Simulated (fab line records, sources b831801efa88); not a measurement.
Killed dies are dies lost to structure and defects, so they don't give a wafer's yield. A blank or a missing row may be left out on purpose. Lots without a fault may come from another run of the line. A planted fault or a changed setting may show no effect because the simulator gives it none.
fab line records | flow gf180mcu
record lots=14 wafers=41 last_day=34
route steps=602 shown V5@542 PASSIVATION@598
lots that met no fault: from a run of the same line without faults
start_h: hours from the record's first day to the start of the lot's first wafer shown | wait_h: hours since the lot's step before | " the same as in the row above | L1.1+2: a row that stands for several wafers | - no value, or no start given | * or withheld: withheld | < > ~ a bound
route shown NAME@n: a module of which the file shows steps, and the number in the route of the first | usual: mean/standard deviation of fault-free wafers | same: alike in all rows | chamber/n: place in a boat | sites: the reading at each site | _std_site: their standard deviation | _edge_site: outer sites' mean less inner sites' | radius_mm: how far each site lies from the wafer's centre | mask NAME#n: copy n | behind: the tool/chamber that last shaped the wafer | hold: why the lot was held/for how many hours/how that ended | device: the transistor (n, p or np) that didn't switch | end of line: the same wafers' tests at the end of the route | a step without rows: its recipe alone | killed: dies lost to structure and defects at the first sort, not the wafer's yield | map: a wafer's dies, x killed, . not, _ none there
set.NAME: the setting as run; set.NAME@STEP: as run at that earlier step | model.NAME: the simulator's own value behind a step, which no gauge read
steps of the route over a sample of lots; a table a step, a row a wafer
services: from which hour (start_h, from the record's first day; less than 0 if before it) a tool's chamber was out of use, for how many hours, and why
## steps
# step GF_V5_CVD_02
# recipe material=SiO2 target_thk_nm=1450 precursor=TEOS temp_c=400 time_s=163.28 rf_w=600
# usual heater_power_w=723/86
# columns lot.wafer tool chamber start_h wait_h heater_power_w
L955.1 pecvd-03 2 623.78 0.1 808
L955.2 " 1 " " 846
L955.3 " 0 " " 777
L956.1 pecvd-01 2 634.60 0.1 748
L956.2 " 1 " " 892
L956.3 " 0 " " 581
L957.1 pecvd-03 0 645.44 0.1 795
L957.5 " 0 " " 622
L957.6 " 2 " " 646
L959.1 pecvd-04 1 651.04 0.1 717
L959.4 " 2 " " 647
L959.6 " 0 " " 738
L960.3 pecvd-04 0 659.04 0.0 712
L960.5 " 1 " " 724
L960.6 " 2 " " 811
L962.1 pecvd-03 0 669.35 0.1 785
L962.5 " 0 " " 631
L962.6 " 2 " " 781
L961.1 pecvd-01 2 670.06 0.1 723
L961.2 " 1 " " 898
L961.6 " 0 " " 670
L963.3 pecvd-04 1 688.09 0.0 698
L963.4 " 0 " " 582
L963.5 " 1 " " 734
L965.2 pecvd-03 0 694.34 0.0 739
L965.3 " 1 " " 825
L965.5 " 0 " " 637
L970.4 pecvd-03 2 728.17 0.1 653
L970.5 " 0 " " 628
L970.6 " 1 " " 701
L973.4 pecvd-03 2 743.96 0.1 827
L973.5 " 1 " " 847
L973.6 " 0 " " 789
L974.1 pecvd-01 2 750.96 0.1 707
L974.5 " 0 " " 658
L974.6 " 1 " " 845
L976.1 pecvd-03 1 754.32 0.1 891
L976.5 " 2 " " 655
L977.4 pecvd-01 0 754.91 0.1 646
L977.5 " 1 " " 700
L977.6 " 2 " " 733
# step GF_V5_OVL_MEAS_15
# usual V5_OVL=-5/5.7
# columns lot.wafer tool chamber start_h wait_h V5_OVL[nm]
L955.1 overlay-01 - 644.40 0.1 -10
L955.2 " - " " 2
L955.3 " - " " -19
L956.1 overlay-02 - 655.35 0.1 -8
L956.2 " - " " -11
L956.3 " - " " -13
L957.1 overlay-01 - 665.45 0.1 0
L957.5 " - " " -2
L957.6 " - " " -5
L959.1 overlay-01 - 670.55 0.1 8
L959.4 " - " " -7
L959.6 " - " " -1
L960.3 overlay-01 - 678.98 0.1 -6
L960.5 " - " " -6
L960.6 " - " " -12
L962.1 overlay-01 - 688.60 0.1 -4
L962.5 " - " " -6
L962.6 " - " " -1
L961.1 overlay-01 - 689.52 0.1 -8
L961.2 " - " " -4
L961.6 " - " " -2
L963.3 overlay-01 - 707.33 0.1 -1
L963.4 " - " " 9
L963.5 " - " " -6
L965.2 overlay-01 - 713.80 0.1 3
L965.3 " - " " -5
L965.5 " - " " -4
L970.4 overlay-02 - 746.43 0.1 1
L970.5 " - " " 7
L970.6 " - " " -1
L973.4 overlay-02 - 761.63 0.1 -13
L973.5 " - " " -12
L973.6 " - " " -12
L974.1 overlay-01 - 768.35 0.1 -10
L974.5 " - " " -11
L974.6 " - " " -10
L976.1 overlay-01 - 771.07 0.1 -15
L976.5 " - " " -9
L977.4 overlay-02 - 771.36 0.1 -1
L977.5 " - " " -3
L977.6 " - " " -7
# step GF_V5_STRIP_18
# recipe chemistry=O2/N2 power_w=1400 pressure_mtorr=1500 platen_temp_c=250 o2_flow_sccm=3000 n2_flow_sccm=300 overash_fraction=0.5
# usual drypump_motor_current_A=5.9/0.42 heater_power_w=383/28 o2_flow_sccm=3000/9.1 oes_product_au=0.570/0.0048
# columns lot.wafer tool chamber start_h wait_h drypump_motor_current_A heater_power_w o2_flow_sccm oes_product_au rf_hours_counter_h
L955.1 plasma_asher-03 0 644.58 - 6.4 390 3002 0.561 20
L955.2 " 1 " " 5.6 409 3002 0.564 20
L955.3 " 1 " " 5.5 404 3005 0.569 -
L956.1 plasma_asher-03 1 655.54 - 5.5 408 3004 0.571 21
L956.2 " 0 " " 6.5 393 2998 0.569 21
L956.3 " 1 " " 5.6 399 2985 0.571 -
L957.1 plasma_asher-03 1 665.63 - 5.6 403 3002 0.565 22
L957.5 " 0 " " 6.4 390 3008 0.582 -
L957.6 " 1 " " 5.6 407 2998 0.571 -
L959.1 plasma_asher-04 1 670.73 - 5.4 303 2997 0.569 89
L959.4 " 0 " " 5.7 376 3006 0.567 -
L959.6 " 0 " " 5.7 379 3002 0.569 -
L960.3 plasma_asher-01 0 679.19 - 5.8 365 3009 0.567 -
L960.5 " 1 " " 5.4 324 2985 0.567 -
L960.6 " 0 " " 5.8 366 3009 0.564 -
L962.1 plasma_asher-03 1 688.86 - 5.6 397 3009 0.564 24
L962.5 " 0 " " 6.5 388 3007 0.571 -
L962.6 " 1 " " 5.6 404 2989 0.575 -
L961.1 plasma_asher-03 1 689.71 - 5.6 392 2995 0.565 24
L961.2 " 0 " " 6.4 378 3007 0.568 24
L961.6 " 0 " " 6.4 388 3009 0.566 -
L963.3 plasma_asher-01 0 707.54 - 5.8 360 2993 0.569 -
L963.4 " 1 " " 5.4 319 2998 0.562 -
L963.5 " 0 " " 5.8 371 2986 0.566 -
L965.2 plasma_asher-03 1 713.98 - 5.6 406 2979 0.573 27
L965.3 " 1 " " 5.6 398 2996 0.566 -
L965.5 " 0 " " 6.5 394 3004 0.575 -
L970.4 plasma_asher-03 1 746.64 - 5.6 395 3010 0.572 -
L970.5 " 0 " " 6.4 388 2995 0.564 -
L970.6 " 1 " " 5.6 404 3022 0.554 -
L973.4 plasma_asher-03 0 761.84 - 6.4 393 3016 0.568 -
L973.5 " 1 " " 5.5 392 3002 0.566 -
L973.6 " 0 " " 6.4 381 2999 0.571 -
L974.1 plasma_asher-04 0 768.54 - 5.7 372 3005 0.570 99
L974.5 " 1 " " 5.4 294 2986 0.564 -
L974.6 " 0 " " 5.7 371 3005 0.558 -
L976.1 plasma_asher-03 0 771.25 - 6.4 381 3012 0.569 33
L976.5 " 0 " " 6.4 396 3010 0.574 -
L977.4 plasma_asher-04 1 771.57 - 5.4 293 2986 0.573 -
L977.5 " 0 " " 5.7 373 2995 0.570 -
L977.6 " 1 " " 5.4 296 2990 0.575 -
# step GF_PASSIVATION_ETCH_11
# recipe chemistry=CF4/O2 target_depth_nm=2040 stop_on=TiN source_w=800 bias_w=151.7 pressure_mtorr=150 cf4_flow_sccm=80 O2_flow_sccm=10 time_s=453.3
# usual bias_w=151.6/0.43 drypump_motor_current_A=5.6/0.42 oes_product_au=0.989/0.0066 rf_fwd_power_W=798.9/2.4 throttle_valve_pct=5.967/0.0096
# columns lot.wafer tool chamber start_h wait_h bias_w drypump_motor_current_A oes_product_au rf_fwd_power_W rf_hours_counter_h throttle_valve_pct
L955.1 rie_diel-04 3 687.33 - 151.3 5.3 0.983 799.2 13 5.968
L955.2 " 0 " " 151.2 5.9 0.989 799.0 14 5.962
L955.3 " 1 " " 151.7 5.8 0.986 796.9 1 5.977
L956.1 rie_diel-03 3 696.20 - 152.7 5.9 1.001 797.4 23 5.958
L956.2 " 1 " " 150.9 6.3 0.993 801.3 22 5.977
L956.3 " 1 " " 151.4 6.3 0.990 801.1 - 5.970
L957.1 rie_diel-02 1 705.95 - 152.3 5.9 0.997 795.4 4 5.975
L957.5 " 3 " " 151.5 5.3 0.976 801.5 - 5.980
L957.6 " 2 " " 151.3 5.5 0.992 800.5 - 5.973
L959.1 rie_diel-03 1 711.45 - 151.2 6.3 0.998 799.8 23 5.971
L959.4 " 3 " " 151.9 5.9 0.994 798.8 - 5.962
L959.6 " 1 " " 152.4 6.3 1.000 796.4 - 5.969
L960.3 rie_diel-03 1 719.40 - 151.8 6.3 0.993 797.7 24 5.967
L960.5 " 1 " " 151.3 6.3 0.987 796.5 - 5.973
L960.6 " 0 " " 151.6 5.8 0.981 797.4 - 5.968
L962.1 rie_diel-04 0 728.78 - 151.6 5.9 0.985 798.4 15 5.956
L962.5 " 3 " " 151.1 5.3 0.988 798.9 - 5.963
L962.6 " 2 " " 152.1 5.1 0.991 796.2 - 5.961
L961.1 rie_diel-03 0 728.90 - 152.0 5.9 0.983 801.2 11 5.966
L961.2 " 1 " " 152.2 6.3 0.990 797.7 25 5.966
L961.6 " 1 " " 151.8 6.3 0.980 798.5 - 5.962
L963.3 rie_diel-03 1 745.00 - 151.7 6.3 0.984 800.3 25 5.974
L963.4 " 3 " " 151.4 5.9 0.996 799.3 26 5.969
L963.5 " 2 " " 151.8 5.2 0.984 801.0 - 5.978
L965.2 rie_diel-03 0 751.73 - 151.1 5.9 0.994 798.6 12 5.954
L965.3 " 2 " " 151.6 5.2 1.001 798.4 18 5.958
L965.5 " 2 " " 151.6 5.2 0.999 797.7 - 5.969
L970.4 rie_diel-04 3 781.93 - 152.2 5.3 0.899 666.9 18 5.964
L970.5 " 0 " " 151.6 5.9 0.909 669.2 - 5.943
L970.6 " 1 " " 151.5 5.8 0.922 672.8 - 5.947
L973.4 rie_diel-04 2 795.31 - 151.4 5.1 0.889 670.5 - 5.937
L973.5 " 3 " " 151.2 5.3 0.904 672.6 - 5.925
L973.6 " 0 " " 151.1 5.9 0.917 670.6 - 5.954
L974.1 rie_diel-02 2 802.68 - 152.8 5.5 0.993 796.7 26 5.969
L974.5 " 3 " " 151.6 5.3 0.995 800.3 - 5.964
L974.6 " 2 " " 152.0 5.6 0.999 797.2 - 5.964
L976.1 rie_diel-03 0 803.98 - 151.3 5.9 0.979 801.8 15 5.976
L976.5 " 1 " " 152.1 6.3 0.980 800.4 - 5.969
L977.4 rie_diel-02 0 806.08 - 152.0 4.9 0.985 792.9 3 5.979
L977.5 " 0 " " 152.2 4.9 0.991 793.3 - 5.970
L977.6 " 1 " " 151.3 5.9 0.991 801.9 - 5.976
# step GF_PASSIVATION_STRIP_12
# recipe chemistry=O2/N2 power_w=1400 pressure_mtorr=1500 platen_temp_c=250 o2_flow_sccm=3000 n2_flow_sccm=300 overash_fraction=0.5
# usual drypump_motor_current_A=5.8/0.43 heater_power_w=374/28 o2_flow_sccm=2999/9.3 oes_product_au=0.719/0.0043 strip_time_to_endpoint_s=32.94/0.27
# columns lot.wafer tool chamber start_h wait_h drypump_motor_current_A heater_power_w o2_flow_sccm oes_product_au rf_hours_counter_h strip_time_to_endpoint_s
L955.1 plasma_asher-01 0 687.60 0.1 5.8 375 3004 0.720 108 33.13
L955.2 " 1 " " 5.4 326 2988 0.721 108 32.73
L955.3 " 1 " " 5.4 330 2997 0.723 - 32.76
L956.1 plasma_asher-03 1 696.60 0.3 5.6 402 2998 0.724 25 33.27
L956.2 " 0 " " 6.4 385 3018 0.714 25 33.13
L956.3 " 0 " " 6.4 393 3014 0.730 - 33.07
L957.1 plasma_asher-01 1 706.21 0.1 5.4 327 3015 0.721 110 32.44
L957.5 " 0 " " 5.8 359 3005 0.718 - 32.95
L957.6 " 1 " " 5.4 336 3016 0.719 - 32.51
L959.1 plasma_asher-03 1 711.71 0.1 5.6 405 2989 0.721 26 32.86
L959.4 " 1 " " 5.6 400 3020 0.719 - 32.96
L959.6 " 1 " " 5.6 401 3005 0.716 - 32.75
L960.3 plasma_asher-02 0 719.70 0.2 5.2 330 3002 0.725 - 33.05
L960.5 " 0 " " 5.1 325 3003 0.722 - 33.02
L960.6 " 1 " " 5.4 353 2998 0.717 - 33.33
L962.1 plasma_asher-03 0 729.05 0.1 6.4 396 2997 0.719 28 33.01
L962.5 " 1 " " 5.5 394 3000 0.721 - 33.17
L962.6 " 0 " " 6.4 373 2993 0.721 - 32.96
L961.1 plasma_asher-01 1 729.16 0.1 5.4 322 3002 0.716 113 33.36
L961.2 " 0 " " 5.8 368 3001 0.720 113 33.04
L961.6 " 1 " " 5.4 329 3015 0.728 - 32.90
L963.3 plasma_asher-01 0 745.30 0.2 5.8 363 3002 0.721 - 32.97
L963.4 " 1 " " 5.4 324 3007 0.721 - 33.06
L963.5 " 1 " " 5.4 327 3005 0.720 - 32.81
L965.2 plasma_asher-03 1 752.00 0.1 5.6 407 3010 0.719 31 32.86
L965.3 " 1 " " 5.5 401 3007 0.716 - 32.46
L965.5 " 0 " " 6.4 393 3003 0.718 - 32.49
L970.4 plasma_asher-03 1 782.23 0.2 5.6 397 3004 0.718 - 35.35
L970.5 " 0 " " 6.4 385 3003 0.714 - 35.33
L970.6 " 1 " " 5.6 402 2998 0.715 - 35.20
L973.4 plasma_asher-03 1 795.48 0.0 5.6 397 3000 0.721 - 35.51
L973.5 " 0 " " 6.4 397 3007 0.726 - 35.50
L973.6 " 1 " " 5.6 398 2996 0.729 - 35.26
L974.1 plasma_asher-02 1 802.95 0.1 5.4 353 2982 0.717 71 32.74
L974.5 " 1 " " 5.4 357 2991 0.723 - 33.07
L974.6 " 0 " " 5.1 321 2997 0.726 - 32.71
L976.1 plasma_asher-03 0 804.25 0.1 6.4 394 2989 0.719 36 33.03
L976.5 " 0 " " 6.4 387 2998 0.713 - 32.97
L977.4 plasma_asher-03 0 806.38 0.2 6.4 384 2990 0.706 - 33.07
L977.5 " 1 " " 5.6 391 2990 0.717 - 33.05
L977.6 " 0 " " 6.4 395 3006 0.718 - 33.01
## services
# columns tool chamber start_h hours kind
plasma_asher-01 - 608.32 13.2 repair
rie_diel-03 - 611.68 1.2 repair
plasma_asher-02 - 615.73 1.1 repair
pecvd-04 0 623.25 21.2 repair
rie_diel-03 - 624.23 0.2 repair
plasma_asher-02 - 626.29 3.5 repair
pecvd-01 - 644.60 1.2 repair
pecvd-03 2 646.75 4.6 repair
plasma_asher-01 - 647.62 0.8 repair
plasma_asher-01 - 662.06 9.7 repair
rie_diel-03 2 663.32 70.2 repair
rie_diel-03 0 674.54 35.4 repair
rie_diel-04 0 677.95 3.0 repair
rie_diel-02 0 680.29 1.5 repair
rie_diel-04 - 683.45 2.1 repair
rie_diel-02 - 691.45 0.1 repair
plasma_asher-01 - 711.50 2.8 pm
pecvd-01 2 729.46 7.5 repair
plasma_asher-01 - 733.75 9.0 pm
pecvd-03 - 746.57 1.1 repair
rie_diel-04 0 756.00 5.0 repair
pecvd-01 1 780.41 6.7 repair
rie_diel-04 1 786.50 19.0 repair
rie_diel-03 - 790.50 1.1 repair
## key
first_sign step=GF_PASSIVATION_ETCH_11 reading=rf_fwd_power_W direction=down sigmas=53 usual=798.9 struck=670.4
effect step=GF_PASSIVATION_ETCH_11 reading=oes_product_au direction=down sigmas=12 usual=0.989 struck=0.907
effect step=GF_PASSIVATION_STRIP_12 reading=strip_time_to_endpoint_s direction=up sigmas=8.9 usual=* struck=*
met_at GF_PASSIVATION_ETCH_11
struck_lots L970,L973
later_rows_left_out L973.4
sort_left_out L973.4,L973.5,L973.6
not_acting_at GF_V5_CVD_02,GF_V5_OVL_MEAS_15,GF_V5_STRIP_18
onset_between 728.78 781.93
fault kind=process_parameter_drift tool=rie_diel-04 chamber=- onset_h=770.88 steps=GF_PASSIVATION_ETCH_11 channel=source_w offset=-128 shape=step end_h=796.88 acts_in=these_recipes_only stated=800
# sort_left_out: the simulated sort isn't trusted on such a fault, so these wafers' sort isn't shown, and their yield isn't known
# later_rows_left_out: the simulator's readings of these wafers behind a module that went badly wrong aren't trusted and aren't shown, but for the sort
